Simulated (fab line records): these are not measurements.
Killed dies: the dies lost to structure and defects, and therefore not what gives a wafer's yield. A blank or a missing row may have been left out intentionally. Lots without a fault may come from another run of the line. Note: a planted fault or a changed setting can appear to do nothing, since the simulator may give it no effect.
fab line records	flow sky130
record lots=6	wafers=18	last-day=50
route steps=708 shown VIA1@475 METAL2@483 PAD_OPEN@708
lots with no fault: from the same line, run without faults
start-h: the number of hours between the record's first day and the start of the first shown wafer of the lot	wait-h: hours elapsed since this lot's preceding step	" same as the row above	L1.1+2: a row that stands for several wafers	- either no value or no given start	* or withheld: withheld	< > ~ a bound
route shown NAME@n: a module of which the file shows steps, and the number in the route of the first	usual: mean/standard deviation of fault-free wafers	same: alike in all rows	chamber/n: place in a boat	sites: each site's reading	_std_site: standard deviation across them	_edge_site: outer sites' mean less inner sites'	radius-mm: for every site, how far away it sits from the centre of the wafer	mask NAME#n: copy n	behind: the most recent tool/chamber to have shaped the wafer	hold: why the lot went on hold/how many hours it stayed there/how the hold came to an end	device: the n, p or np transistor that did not switch	end of line: tests run on the same wafers once the route is complete	a step given without rows: its recipe and nothing more	killed: dies lost to structure and defects at the first sort, not the wafer's yield	map: a wafer's dies, marking killed ones x, the rest . and places with no die _
set.NAME: the setting that was run; set.NAME@STEP: the one run at that earlier step	model.NAME: the simulator's own value behind a step, which no gauge read
lots at selected steps of the route; one table per step, one row per wafer
services: when a tool's chamber went out of use (start-h, in hours from the record's first day, below 0 if earlier), for how many hours, and the reason
## steps
# step SKY_VIA1_STRIP_17
# recipe chemistry=post-etch-residue-remover	time-s=1200	temp-c=72.5
# step SKY_VIA1_CLEAN_18
# recipe chemistry=IPA	time-s=180	temp-c=25
# step SKY_VIA1_CLEAN_19
# recipe chemistry=O3/DIW	dry=n2-spin
# step SKY_VIA1_SPUTTER_20
# recipe material=TiN	target-thk-nm=20	chamber-pressure-pa=5	power-w=4000	time-s=80
# usual cathode-dc-power-W=4000.0/0.74	throttle-valve-pct=29.8/0.69
lot.wafer	tool	chamber	start-h	wait-h	cathode-dc-power-W	throttle-valve-pct
L674.3	pvd-sputter-03	-	799.61	0.0	4000.8	30.2
L674.4	"	-	"	"	4000.8	29.3
L674.5	"	-	"	"	4000.8	29.3
L678.1	pvd-sputter-03	-	840.06	0.0	4000.0	29.6
L678.2	"	-	"	"	4000.5	29.4
L678.5	"	-	"	"	3999.7	30.3
L684.2	pvd-sputter-02	-	883.04	0.0	4000.4	28.9
L684.3	"	-	"	"	4001.3	29.8
L684.5	"	-	"	"	3999.9	29.2
L688.2	pvd-sputter-02	-	903.55	0.0	3999.4	29.2
L688.5	"	-	"	"	3998.8	29.5
L688.6	"	-	"	"	4000.4	30.0
L693.2	pvd-sputter-04	-	940.65	0.0	3998.4	29.9
L693.4	"	-	"	"	4001.6	31.3
L693.5	"	-	"	"	3999.9	31.1
L696.2	pvd-sputter-02	-	958.80	0.0	3998.7	30.1
L696.4	"	-	"	"	4000.6	29.3
L696.5	"	-	"	"	3999.8	28.5
# step SKY_VIA1_CVD_21
# recipe material=W	target-thk-nm=270	time-s=80.902	temp-c=400	pressure-torr=40
# step SKY_VIA1_RS_MEAS_22
# recipe thk-meas-gauge=four-point-probe	reads=W_of_VIA1_CVD_21+TiN_of_VIA1_SPUTTER_20
# usual VIA1_W_RS=0.422/0.0068
lot.wafer	tool	chamber	start-h	wait-h	VIA1_W_RS[ohm/sq]
L674.3	film-metro-04	-	799.80	0.1	0.424
L674.4	"	-	"	"	0.427
L674.5	"	-	"	"	0.429
L678.1	film-metro-03	-	840.22	0.1	0.427
L678.2	"	-	"	"	0.428
L678.5	"	-	"	"	0.428
L684.2	film-metro-03	-	883.21	0.1	0.419
L684.3	"	-	"	"	0.421
L684.5	"	-	"	"	0.419
L688.2	film-metro-03	-	903.72	0.1	0.411
L688.5	"	-	"	"	0.419
L688.6	"	-	"	"	0.418
L693.2	film-metro-04	-	940.82	0.1	0.423
L693.4	"	-	"	"	0.413
L693.5	"	-	"	"	0.421
L696.2	film-metro-04	-	958.98	0.1	0.423
L696.4	"	-	"	"	0.420
L696.5	"	-	"	"	0.416
# step SKY_VIA1_THK_MEAS_23
# recipe thk-meas-gauge=xrf	reads=W_of_VIA1_CVD_21
# usual VIA1_W_THK=278/4.5
lot.wafer	tool	chamber	start-h	wait-h	VIA1_W_THK[nm]
L674.3	film-metro-04	-	799.90	0.1	277
L674.4	"	-	"	"	274
L674.5	"	-	"	"	271
L678.1	film-metro-03	-	840.34	0.1	276
L678.2	"	-	"	"	275
L678.5	"	-	"	"	275
L684.2	film-metro-03	-	883.32	0.1	281
L684.3	"	-	"	"	280
L684.5	"	-	"	"	280
L688.2	film-metro-03	-	903.83	0.1	286
L688.5	"	-	"	"	280
L688.6	"	-	"	"	280
L693.2	film-metro-04	-	940.93	0.1	276
L693.4	"	-	"	"	284
L693.5	"	-	"	"	278
L696.2	film-metro-04	-	959.09	0.1	276
L696.4	"	-	"	"	278
L696.5	"	-	"	"	282
# step SKY_VIA1_CMP_24
# recipe stop-on=SiO2	t-overpolish-s=15	down-force-psi=3.5	platen-rpm=60	target-thk-nm=0	pad-velocity-m-s=0.94248
# step SKY_METAL2_SPUTTER_00
# recipe material=Ti	target-thk-nm=15	power-w=3000	time-s=10	chamber-pressure-pa=0.4
# step SKY_METAL2_SPUTTER_01
# recipe material=TiN	target-thk-nm=20	power-w=6500	time-s=16.7	chamber-pressure-pa=0.4
# step SKY_METAL2_SPUTTER_02
# recipe material=AlCu	target-thk-nm=250	power-w=10600	time-s=13.3	chamber-pressure-pa=0.4
# usual cathode-dc-power-W=10600/2.2	throttle-valve-pct=29.6/0.72
lot.wafer	tool	chamber	start-h	wait-h	cathode-dc-power-W	throttle-valve-pct
L674.3	pvd-sputter-01	-	800.29	0.0	10598	30.2
L674.4	"	-	"	"	10599	29.2
L674.5	"	-	"	"	10596	30.2
L678.1	pvd-sputter-01	-	840.74	0.0	10604	29.2
L678.2	"	-	"	"	10599	28.5
L678.5	"	-	"	"	10595	29.4
L684.2	pvd-sputter-01	-	883.73	0.0	10602	29.0
L684.3	"	-	"	"	10598	30.1
L684.5	"	-	"	"	10603	30.1
L688.2	pvd-sputter-01	-	904.23	0.0	10599	30.9
L688.5	"	-	"	"	10605	30.0
L688.6	"	-	"	"	10601	28.2
L693.2	pvd-sputter-01	-	941.33	0.0	10602	30.0
L693.4	"	-	"	"	10602	28.7
L693.5	"	-	"	"	10601	30.7
L696.2	pvd-sputter-03	-	959.48	0.0	10602	29.5
L696.4	"	-	"	"	10602	30.2
L696.5	"	-	"	"	10596	30.0
# step SKY_METAL2_SPUTTER_03
# recipe material=Ti	target-thk-nm=5	power-w=3000	time-s=3.3	chamber-pressure-pa=0.4
# usual cathode-dc-power-W=3000.0/0.54	throttle-valve-pct=29.6/0.72
lot.wafer	tool	chamber	start-h	wait-h	cathode-dc-power-W	throttle-valve-pct
L674.3	pvd-sputter-01	-	800.31	0.0	2999.8	30.3
L674.4	"	-	"	"	3000.0	29.1
L674.5	"	-	"	"	3000.8	30.2
L678.1	pvd-sputter-01	-	840.77	0.0	3000.1	29.2
L678.2	"	-	"	"	3000.3	28.7
L678.5	"	-	"	"	2999.7	29.2
L684.2	pvd-sputter-01	-	883.75	0.0	2999.4	29.3
L684.3	"	-	"	"	3000.0	30.0
L684.5	"	-	"	"	3000.6	29.9
L688.2	pvd-sputter-01	-	904.25	0.0	3000.1	30.8
L688.5	"	-	"	"	3000.3	29.9
L688.6	"	-	"	"	3000.0	28.7
L693.2	pvd-sputter-01	-	941.35	0.0	2999.6	29.8
L693.4	"	-	"	"	2999.4	28.5
L693.5	"	-	"	"	3000.1	30.9
L696.2	pvd-sputter-03	-	959.51	0.0	2999.3	29.4
L696.4	"	-	"	"	3000.2	30.2
L696.5	"	-	"	"	2999.9	30.1
# step SKY_METAL2_SPUTTER_04
# recipe material=TiN	target-thk-nm=70	power-w=6500	time-s=58.3	chamber-pressure-pa=0.4
# usual cathode-dc-power-W=6500.1/1.1	throttle-valve-pct=29.6/0.71
lot.wafer	tool	chamber	start-h	wait-h	cathode-dc-power-W	throttle-valve-pct	model.TiN_of_METAL2_SPUTTER_04.thk-nm
L674.3	pvd-sputter-01	-	800.33	0.0	6499.4	29.9	69.89
L674.4	"	-	"	"	6499.9	28.9	69.9
L674.5	"	-	"	"	6498.6	30.0	70.1
L678.1	pvd-sputter-01	-	840.79	0.0	6499.6	29.1	69.66
L678.2	"	-	"	"	6500.9	28.6	69.2
L678.5	"	-	"	"	6500.3	29.1	70.03
L684.2	pvd-sputter-01	-	883.77	0.0	6499.1	29.1	69.98
L684.3	"	-	"	"	6501.2	29.8	69.29
L684.5	"	-	"	"	6500.8	30.1	69.21
L688.2	pvd-sputter-01	-	904.27	0.0	7643.1	30.6	83.18
L688.5	"	-	"	"	6499.6	29.8	70.12
L688.6	"	-	"	"	6499.5	28.7	69.65
L693.2	pvd-sputter-01	-	941.37	0.0	6499.2	29.7	69.45
L693.4	"	-	"	"	6500.2	28.8	69.52
L693.5	"	-	"	"	7641.6	31.1	82.86
L696.2	pvd-sputter-03	-	959.53	0.0	6500.2	29.4	69.32
L696.4	"	-	"	"	6499.3	29.9	71.87
L696.5	"	-	"	"	6498.5	29.9	70.3
# step SKY_METAL2_RS_MEAS_05
# recipe thk-meas-gauge=four-point-probe	reads=TiN_of_METAL2_SPUTTER_04+Ti_of_METAL2_SPUTTER_03+AlCu_of_METAL2_SPUTTER_02+TiN_of_METAL2_SPUTTER_01+Ti_of_METAL2_SPUTTER_00
# usual METAL2_ALCU_RS=0.1270/0.0018
lot.wafer	tool	chamber	start-h	wait-h	METAL2_ALCU_RS[ohm/sq]
L674.3	film-metro-04	-	800.42	0.1	0.1246
L674.4	"	-	"	"	0.1261
L674.5	"	-	"	"	0.1244
L678.1	film-metro-04	-	840.84	0.0	0.1269
L678.2	"	-	"	"	0.1291
L678.5	"	-	"	"	0.1267
L684.2	film-metro-04	-	883.85	0.0	0.1274
L684.3	"	-	"	"	0.1262
L684.5	"	-	"	"	0.1255
L688.2	film-metro-03	-	904.34	0.0	0.1266
L688.5	"	-	"	"	0.1283
L688.6	"	-	"	"	0.1298
L693.2	film-metro-04	-	941.44	0.0	0.1273
L693.4	"	-	"	"	0.1285
L693.5	"	-	"	"	0.1242
L696.2	film-metro-04	-	959.60	0.0	0.1299
L696.4	"	-	"	"	0.1261
L696.5	"	-	"	"	0.1278
# step SKY_METAL2_THK_MEAS_06
# recipe thk-meas-gauge=xrf	reads=AlCu_of_METAL2_SPUTTER_02
# usual METAL2_ALCU_THK=249/3.8
lot.wafer	tool	chamber	start-h	wait-h	METAL2_ALCU_THK[nm]
L674.3	film-metro-04	-	800.52	0.1	255
L674.4	"	-	"	"	251
L674.5	"	-	"	"	254
L678.1	film-metro-04	-	840.96	0.1	248
L678.2	"	-	"	"	246
L678.5	"	-	"	"	250
L684.2	film-metro-04	-	883.96	0.1	248
L684.3	"	-	"	"	251
L684.5	"	-	"	"	253
L688.2	film-metro-03	-	904.45	0.1	241
L688.5	"	-	"	"	246
L688.6	"	-	"	"	242
L693.2	film-metro-04	-	941.55	0.1	248
L693.4	"	-	"	"	246
L693.5	"	-	"	"	247
L696.2	film-metro-04	-	959.71	0.1	244
L696.4	"	-	"	"	248
L696.5	"	-	"	"	248
# step SKY_METAL2_DEHYDRATE_07
# recipe temp-c=200	time-s=60
# step SKY_METAL2_HMDS_08
# recipe prime-time-s=60	prime-temp-c=120
# step SKY_METAL2_COAT_09
# recipe resist=BARC	temp-c=withheld	time-s=withheld	spin-rpm=3000	resist-thk-nm=60
# step SKY_METAL2_COAT_10
# recipe resist=KrF-thick	spin-rpm=3000	resist-thk-nm=450
# step SKY_METAL2_SOFTBAKE_11
# recipe temp-c=100	time-s=90	resist=KrF-thick
# step SKY_METAL2_EXPOSE_12
# recipe mask-id=MM2	na=0.8	source-shape=annular	sigma-inner=0.55	sigma-outer=0.85	target-cd-nm=140	dose-mj=28
# step SKY_METAL2_PEB_13
# recipe peb-temp-c=withheld	peb-time-s=withheld	resist=KrF-thick
# step SKY_METAL2_DEVELOP_14
# recipe develop-time-s=60	resist=KrF-thick	dev-temp-c=21
# step SKY_METAL2_CD_MEAS_15
# recipe target-cd-nm=140
# usual cd-nm=140.3/1.6
lot.wafer	tool	chamber	start-h	wait-h	cd-nm
L674.3	cd-sem-02	-	826.81	-	140.9
L674.4	"	-	"	"	141.0
L674.5	"	-	"	"	140.4
L678.1	cd-sem-02	-	866.43	-	141.6
L678.2	"	-	"	"	141.2
L678.5	"	-	"	"	141.4
L684.2	cd-sem-01	-	909.19	-	140.3
L684.3	"	-	"	"	138.6
L684.5	"	-	"	"	138.8
L688.2	cd-sem-02	-	929.09	-	138.8
L688.5	"	-	"	"	138.2
L688.6	"	-	"	"	140.0
L693.2	cd-sem-02	-	965.49	-	141.2
L693.4	"	-	"	"	140.7
L693.5	"	-	"	"	140.1
L696.2	cd-sem-02	-	983.54	-	143.5
L696.4	"	-	"	"	142.9
L696.5	"	-	"	"	142.8
# step SKY_METAL2_OVL_MEAS_16
# usual METAL2_OVL=-1/4.9
lot.wafer	tool	chamber	start-h	wait-h	METAL2_OVL[nm]
L674.3	overlay-01	-	826.90	0.1	1
L674.4	"	-	"	"	-3
L674.5	"	-	"	"	-1
L678.1	overlay-02	-	866.55	0.1	2
L678.2	"	-	"	"	-2
L678.5	"	-	"	"	-8
L684.2	overlay-02	-	909.30	0.1	-3
L684.3	"	-	"	"	-10
L684.5	"	-	"	"	-4
L688.2	overlay-02	-	929.20	0.1	-10
L688.5	"	-	"	"	-14
L688.6	"	-	"	"	-8
L693.2	overlay-01	-	965.60	0.1	7
L693.4	"	-	"	"	-1
L693.5	"	-	"	"	5
L696.2	overlay-02	-	983.65	0.1	-3
L696.4	"	-	"	"	-5
L696.5	"	-	"	"	2
# step SKY_METAL2_DESCUM_17
# recipe chemistry=O2	source-power-w=150	bias-power-w=0	pressure-mtorr=10	temp-c=40	time-s=8
# usual drypump-motor-current-A=5.5/0.31	he-backside-leak-sccm=3.34/0.24	oes-product-au=1.003/0.012
# same bias-power-w=0
lot.wafer	tool	chamber	start-h	wait-h	drypump-motor-current-A	he-backside-leak-sccm	oes-product-au	rf-hours-counter-h
L674.3	rie-metal-04	0	826.94	0.0	5.5	3.35	0.999	-
L674.4	"	1	"	"	5.5	3.44	1.010	-
L674.5	"	1	"	"	5.5	3.45	1.010	-
L678.1	rie-metal-02	0	866.58	0.0	5.7	3.22	1.030	13
L678.2	"	1	"	"	5.3	3.50	0.990	3
L678.5	"	1	"	"	5.3	3.52	0.991	-
L684.2	rie-metal-04	0	909.34	0.0	5.5	2.91	1.005	-
L684.3	"	0	"	"	5.5	2.96	0.989	-
L684.5	"	0	"	"	5.5	3.12	0.990	-
L688.2	rie-metal-02	1	929.23	0.0	5.3	3.45	0.983	6
L688.5	"	1	"	"	5.3	3.50	0.978	-
L688.6	"	0	"	"	5.7	3.24	1.015	-
L693.2	rie-metal-01	0	965.63	0.0	6.2	3.21	1.012	14
L693.4	"	1	"	"	5.0	3.52	0.995	-
L693.5	"	0	"	"	6.2	3.29	1.005	-
L696.2	rie-metal-04	0	983.68	0.0	5.5	3.00	0.989	6
L696.4	"	0	"	"	5.5	3.03	0.987	-
L696.5	"	0	"	"	5.5	3.18	0.993	-
# step SKY_METAL2_ETCH_18
# recipe chemistry=N2/H2	target=BARC	ion-energy-ev=200	bias-w=100	pressure-mtorr=30	n2-flow-sccm=100	h2-flow-sccm=200	icp-w=500	stop-on=SiO2	time-s=45.9	target-depth-a=600
# step SKY_METAL2_METAL_ETCH_19
# recipe target-depth-a=3600	stop-on=SiO2	over-etch-frac=0.3	time-s=78	chemistry=Cl2/BCl3	resist-sidewall-deg=88	pressure-mtorr=10	icp-w=900	bias-w=48.5	Cl2_flow_sccm=60	bcl3-flow-sccm=30
# step SKY_METAL2_STRIP_20
# recipe chemistry=O2/N2	power-w=1400	pressure-mtorr=1500	platen-temp-c=withheld	o2-flow-sccm=3000	n2-flow-sccm=300	overash-fraction=0.5
# usual drypump-motor-current-A=5.98/0.24	oes-product-au=0.343/0.0049	strip-time-to-endpoint-s=2.68/0.058
lot.wafer	tool	chamber	start-h	wait-h	drypump-motor-current-A	oes-product-au	rf-hours-counter-h	strip-time-to-endpoint-s
L674.3	plasma-asher-04	1	827.15	0.1	5.64	0.349	-	2.69
L674.4	"	0	"	"	6.08	0.339	-	2.68
L674.5	"	0	"	"	6.09	0.350	-	2.68
L678.1	plasma-asher-04	1	866.77	0.1	5.68	0.346	77	2.64
L678.2	"	0	"	"	6.07	0.352	77	2.79
L678.5	"	1	"	"	5.68	0.346	-	2.78
L684.2	plasma-asher-02	1	909.70	0.1	6.26	0.343	18	2.72
L684.3	"	0	"	"	5.99	0.337	-	2.73
L684.5	"	0	"	"	5.97	0.347	-	2.71
L688.2	plasma-asher-03	1	929.41	0.1	5.51	0.350	50	2.79
L688.5	"	0	"	"	6.15	0.349	-	2.77
L688.6	"	1	"	"	5.53	0.345	-	2.62
L693.2	plasma-asher-02	1	965.81	0.1	6.24	0.344	25	2.70
L693.4	"	1	"	"	6.24	0.347	-	2.76
L693.5	"	0	"	"	6.00	0.346	-	2.73
L696.2	plasma-asher-04	0	983.86	0.1	6.09	0.350	89	2.76
L696.4	"	0	"	"	6.08	0.349	-	2.76
L696.5	"	1	"	"	5.68	0.351	-	2.73
# step SKY_METAL2_STRIP_21
# recipe chemistry=post-etch-residue-remover	time-s=1200	temp-c=72.5
lot.wafer	tool	chamber	start-h	wait-h	model.TiN_of_METAL2_SPUTTER_04.thk-nm
L674.3	wet-bench-04	3	827.21	0.0	69.47
L674.4	"	3	"	"	69.48
L674.5	"	3	"	"	69.67
L678.1	wet-bench-03	2	866.87	0.1	69.25
L678.2	"	2	"	"	68.78
L678.5	"	2	"	"	69.61
L684.2	wet-bench-03	2	909.80	0.1	69.56
L684.3	"	2	"	"	68.87
L684.5	"	2	"	"	68.79
L688.2	wet-bench-03	2	929.51	0.1	82.77
L688.5	"	2	"	"	69.71
L688.6	"	2	"	"	69.24
L693.2	wet-bench-01	1	965.91	0.1	69.02
L693.4	"	1	"	"	69.09
L693.5	"	1	"	"	82.43
L696.2	wet-bench-03	1	983.96	0.1	68.9
L696.4	"	1	"	"	71.45
L696.5	"	1	"	"	69.88
# step SKY_METAL2_CLEAN_22
# recipe chemistry=IPA	time-s=180	temp-c=25
# step SKY_PAD_OPEN_PROBE_99
# usual defect-limited-yield=82.5/1.7	killed_at_M0_to_M3=42/6.1	killed_at_M4_up=3.1/1.7	killed-at-contacts=24/5.5	killed-at-front-end=16/4.1	killed-at-other=0.3/0.57	killed-dies=86/8.2	killed-on-rim=17/3.7	killed-open=47/6.8	killed-short=38/5.8	sort_bin_3_pad_short=0.8/0.42	sort_bin_5_function=10.2/1.3	sort_bin_6_memory=6.4/1	sort-n-pass=406/8.2	sort-yield-pct=82.5/1.7
# same gross-dies=492	killed-at-back-side=0	sort_bin_4_leakage[%]=0	sort_bin_8_speed[%]=0
lot.wafer	tool	chamber	start-h	wait-h	defect-limited-yield[%]	killed_at_M0_to_M3	killed_at_M4_up	killed-at-contacts	killed-at-front-end	killed-at-other	killed-dies	killed-on-rim	killed-open	killed-short	sort_bin_3_pad_short[%]	sort_bin_5_function[%]	sort_bin_6_memory[%]	sort-n-pass	sort-yield-pct[%]
L674.3	prober-01	-	1080.25	0.2	85.8	33	2	20	15	0	70	14	38	32	1.2	8.5	4.5	422	85.8
L674.4	prober-01	-	1080.30	0.2	80.3	47	4	30	15	1	97	15	52	44	0.6	11.2	7.9	395	80.3
L674.5	prober-01	-	1080.35	0.2	83.5	39	2	22	18	0	81	11	44	37	0	11.0	5.5	411	83.5
L678.1	prober-01	-	1112.01	0.1	83.1	31	3	31	18	0	83	14	49	34	0.8	11.0	5.1	409	83.1
L678.2	prober-01	-	1112.06	0.1	82.1	49	4	23	12	0	88	17	43	45	1.0	10.6	6.3	404	82.1
L678.5	prober-01	-	1112.21	0.2	85.0	33	3	23	15	0	74	15	42	32	0.6	9.8	4.7	418	85.0
L684.2	prober-01	-	1145.26	0.1	80.5	43	5	32	16	0	96	19	53	43	0.6	10.0	8.9	396	80.5
L684.3	prober-01	-	1145.31	0.2	81.9	38	4	29	18	0	89	19	47	41	0.8	9.6	7.7	403	81.9
L684.5	prober-01	-	1145.41	0.2	78.3	53	1	33	19	1	107	15	60	46	1.0	13.6	7.1	385	78.3
L688.2	prober-01	-	1159.73	0.1	81.5	32	4	38	16	1	91	14	51	39	0.4	11.2	6.9	401	81.5
L688.5	prober-01	-	1159.88	0.2	83.1	39	3	25	15	1	83	11	50	33	0.4	10.2	6.3	409	83.1
L688.6	prober-01	-	1159.93	0.2	82.5	49	2	20	15	0	86	17	36	50	1.6	10.0	5.9	406	82.5
L693.2	prober-02	-	1182.26	0.1	80.1	46	1	26	24	1	98	20	60	37	1.4	12.6	5.9	394	80.1
L693.4	prober-02	-	1182.36	0.2	81.9	44	1	24	18	2	89	20	51	36	0.8	12.6	4.7	403	81.9
L693.5	prober-02	-	1182.41	0.2	81.5	45	3	28	14	1	91	16	48	42	0.8	10.4	7.3	401	81.5
L696.2	prober-01	-	1196.86	0.1	84.8	40	3	21	11	0	75	16	39	36	1.0	8.7	5.5	417	84.8
L696.4	prober-01	-	1196.96	0.2	84.8	36	1	24	12	2	75	12	49	25	0.8	9.6	4.9	417	84.8
L696.5	prober-01	-	1197.01	0.2	82.7	40	5	19	21	0	85	16	50	34	1.0	9.1	7.1	407	82.7
# killed by level:class
L674.3 CONTACT:geometric-particle:open=8 VIA1:geometric-particle:open=8 METAL1:geometric-particle:short=6 VIA2:geometric-particle:open=6 LI_CONTACT:geometric-particle:open=5 POLY_GATE:geometric-particle:short=4 LOCAL_INTERCONNECT:geometric-particle:short=4 FIELD_ISO:geometric-particle:open=3
L674.4 CONTACT:geometric-particle:open=17 VIA1:geometric-particle:open=12 METAL2:geometric-particle:short=7 METAL1:geometric-particle:short=6 VIA2:geometric-particle:short=6 VIA2:geometric-particle:open=6 POLY_GATE:geometric-particle:short=5 CONTACT:geometric-particle:short=5
L674.5 VIA2:geometric-particle:open=10 VIA1:geometric-particle:open=7 CONTACT:geometric-particle:short=7 FIELD_ISO:geometric-particle:short=6 CONTACT:geometric-particle:open=6 LOCAL_INTERCONNECT:geometric-particle:short=5 POLY_GATE:geometric-particle:open=4 LI_CONTACT:geometric-particle:open=4
L678.1 CONTACT:geometric-particle:open=13 VIA1:geometric-particle:open=10 LI_CONTACT:geometric-particle:open=9 POLY_GATE:geometric-particle:open=5 LOCAL_INTERCONNECT:geometric-particle:short=5 FIELD_ISO:geometric-particle:short=4 METAL2:geometric-particle:short=4 VIA1:geometric-particle:short=4
L678.2 VIA1:geometric-particle:open=10 VIA1:geometric-particle:short=9 CONTACT:geometric-particle:open=8 METAL1:geometric-particle:short=7 LI_CONTACT:geometric-particle:open=6 VIA3:geometric-particle:open=6 LOCAL_INTERCONNECT:geometric-particle:short=5 METAL3:geometric-particle:short=4
L678.5 VIA1:geometric-particle:open=12 CONTACT:geometric-particle:open=8 FIELD_ISO:geometric-particle:short=6 METAL1:geometric-particle:short=5 VIA3:geometric-particle:open=5 FIELD_ISO:geometric-particle:open=4 CONTACT:geometric-particle:short=4 VIA1:geometric-particle:short=4
L684.2 CONTACT:geometric-particle:open=12 LI_CONTACT:geometric-particle:open=8 METAL1:geometric-particle:short=7 VIA2:geometric-particle:open=6 VIA3:geometric-particle:open=6 VIA1:geometric-particle:short=5 VIA1:geometric-particle:open=5 POLY_GATE:geometric-particle:short=4
L684.3 CONTACT:geometric-particle:open=11 LI_CONTACT:geometric-particle:open=8 METAL1:geometric-particle:short=8 FIELD_ISO:geometric-particle:open=6 CONTACT:geometric-particle:short=6 VIA2:geometric-particle:open=6 VIA1:geometric-particle:open=5 VIA2:geometric-particle:short=5
L684.5 VIA1:geometric-particle:open=16 CONTACT:geometric-particle:open=12 CONTACT:geometric-particle:short=9 VIA1:geometric-particle:short=8 VIA2:geometric-particle:open=8 LI_CONTACT:geometric-particle:open=7 FIELD_ISO:geometric-particle:open=6 FIELD_ISO:geometric-particle:short=6
L688.2 CONTACT:geometric-particle:open=12 LI_CONTACT:geometric-particle:open=8 VIA2:geometric-particle:open=8 LOCAL_INTERCONNECT:geometric-particle:short=6 CONTACT:geometric-particle:short=5 LI_CONTACT:geometric-particle:short=4 METAL2:geometric-particle:short=4 VIA1:geometric-particle:open=4
L688.5 VIA1:geometric-particle:open=10 LI_CONTACT:geometric-particle:open=9 POLY_GATE:geometric-particle:open=6 CONTACT:geometric-particle:open=6 CONTACT:geometric-particle:short=5 METAL1:geometric-particle:short=5 METAL2:geometric-particle:short=5 VIA2:geometric-particle:open=5
L688.6 METAL1:geometric-particle:short=9 METAL2:geometric-particle:short=8 CONTACT:geometric-particle:short=7 VIA3:geometric-particle:open=7 POLY_GATE:geometric-particle:open=5 CONTACT:geometric-particle:open=5 VIA1:geometric-particle:short=5 VIA1:geometric-particle:open=5
L693.2 CONTACT:geometric-particle:open=10 VIA2:geometric-particle:open=10 VIA3:geometric-particle:open=9 CONTACT:geometric-particle:short=8 VIA1:geometric-particle:open=8 METAL1:geometric-particle:short=8 POLY_GATE:geometric-particle:open=7 LI_CONTACT:geometric-particle:open=6
L693.4 CONTACT:geometric-particle:open=13 VIA1:geometric-particle:short=6 POLY_GATE:geometric-particle:open=6 VIA1:geometric-particle:open=5 METAL3:geometric-particle:short=5 VIA3:geometric-particle:open=5 CONTACT:geometric-particle:short=4 METAL1:geometric-particle:open=4
L693.5 LI_CONTACT:geometric-particle:open=11 METAL1:geometric-particle:short=9 VIA3:geometric-particle:open=8 VIA1:geometric-particle:open=7 CONTACT:geometric-particle:open=6 VIA2:geometric-particle:open=6 FIELD_ISO:geometric-particle:open=5 LI_CONTACT:geometric-particle:short=4
L696.2 VIA1:geometric-particle:open=11 CONTACT:geometric-particle:open=7 METAL2:geometric-particle:short=6 LI_CONTACT:geometric-particle:open=5 VIA3:geometric-particle:short=5 POLY_GATE:geometric-particle:short=4 LI_CONTACT:geometric-particle:short=4 LOCAL_INTERCONNECT:geometric-particle:short=3
L696.4 CONTACT:geometric-particle:open=14 VIA2:geometric-particle:open=11 VIA1:geometric-particle:open=9 FIELD_ISO:geometric-particle:open=5 LI_CONTACT:geometric-particle:short=5 VIA3:geometric-particle:open=4 CONTACT:geometric-particle:short=3 METAL2:geometric-particle:short=3
L696.5 VIA1:geometric-particle:open=10 POLY_GATE:geometric-particle:open=9 VIA2:geometric-particle:open=8 VIA3:geometric-particle:open=6 LI_CONTACT:geometric-particle:open=6 POLY_GATE:geometric-particle:short=4 LI_CONTACT:geometric-particle:short=4 CONTACT:geometric-particle:short=4
## services
tool	chamber	start-h	hours	kind
pvd-sputter-02	-	781.91	27.5	repair
pvd-sputter-01	-	840.88	25.9	repair
pvd-sputter-02	-	844.04	1.2	repair
pvd-sputter-02	-	845.29	1.3	repair
pvd-sputter-02	-	845.80	3.6	repair
plasma-asher-04	-	848.80	3.8	repair
rie-metal-02	-	851.35	14.6	pm
rie-metal-01	-	854.96	2.8	pm
plasma-asher-04	-	867.69	0.9	repair
pvd-sputter-01	0	875.30	-	consumable-replace:kit
plasma-asher-04	-	878.66	1.5	repair
pvd-sputter-02	-	887.66	3.5	repair
pvd-sputter-03	-	912.59	0.9	repair
pvd-sputter-03	-	920.81	3.0	repair
pvd-sputter-04	-	921.56	5.2	repair
plasma-asher-03	-	934.15	26.2	pm
rie-metal-02	0	943.53	19.4	repair
plasma-asher-04	-	960.96	0.7	repair
pvd-sputter-01	-	962.25	1.6	repair
plasma-asher-04	-	964.69	4.1	repair
plasma-asher-03	-	966.74	7.9	repair
pvd-sputter-02	-	975.97	0.8	repair
pvd-sputter-01	-	979.80	2.3	repair
pvd-sputter-03	-	981.53	1.4	repair
## key
first-sign step=SKY_METAL2_SPUTTER_04	reading=cathode-dc-power-W	direction=up	sigmas=99+	usual=6500.1	struck=7642.3
effect none on later readings
model-effect step=SKY_METAL2_SPUTTER_04	value=TiN_of_METAL2_SPUTTER_04.thk-nm	without=70.73	struck=83.02
model-effect step=SKY_METAL2_STRIP_21	value=TiN_of_METAL2_SPUTTER_04.thk-nm	without=70.31	struck=82.6
met-at SKY_METAL2_SPUTTER_04
struck-wafers L688.2,L693.5
fault kind=process-parameter-drift	tool=pvd-sputter-01	chamber=-	onset-h=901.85	steps=SKY_METAL2_SPUTTER_04	channel=power-w	offset=*	shape=step	end-h=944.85	acts-in=*	stated=*	scope=struck-wafers-only
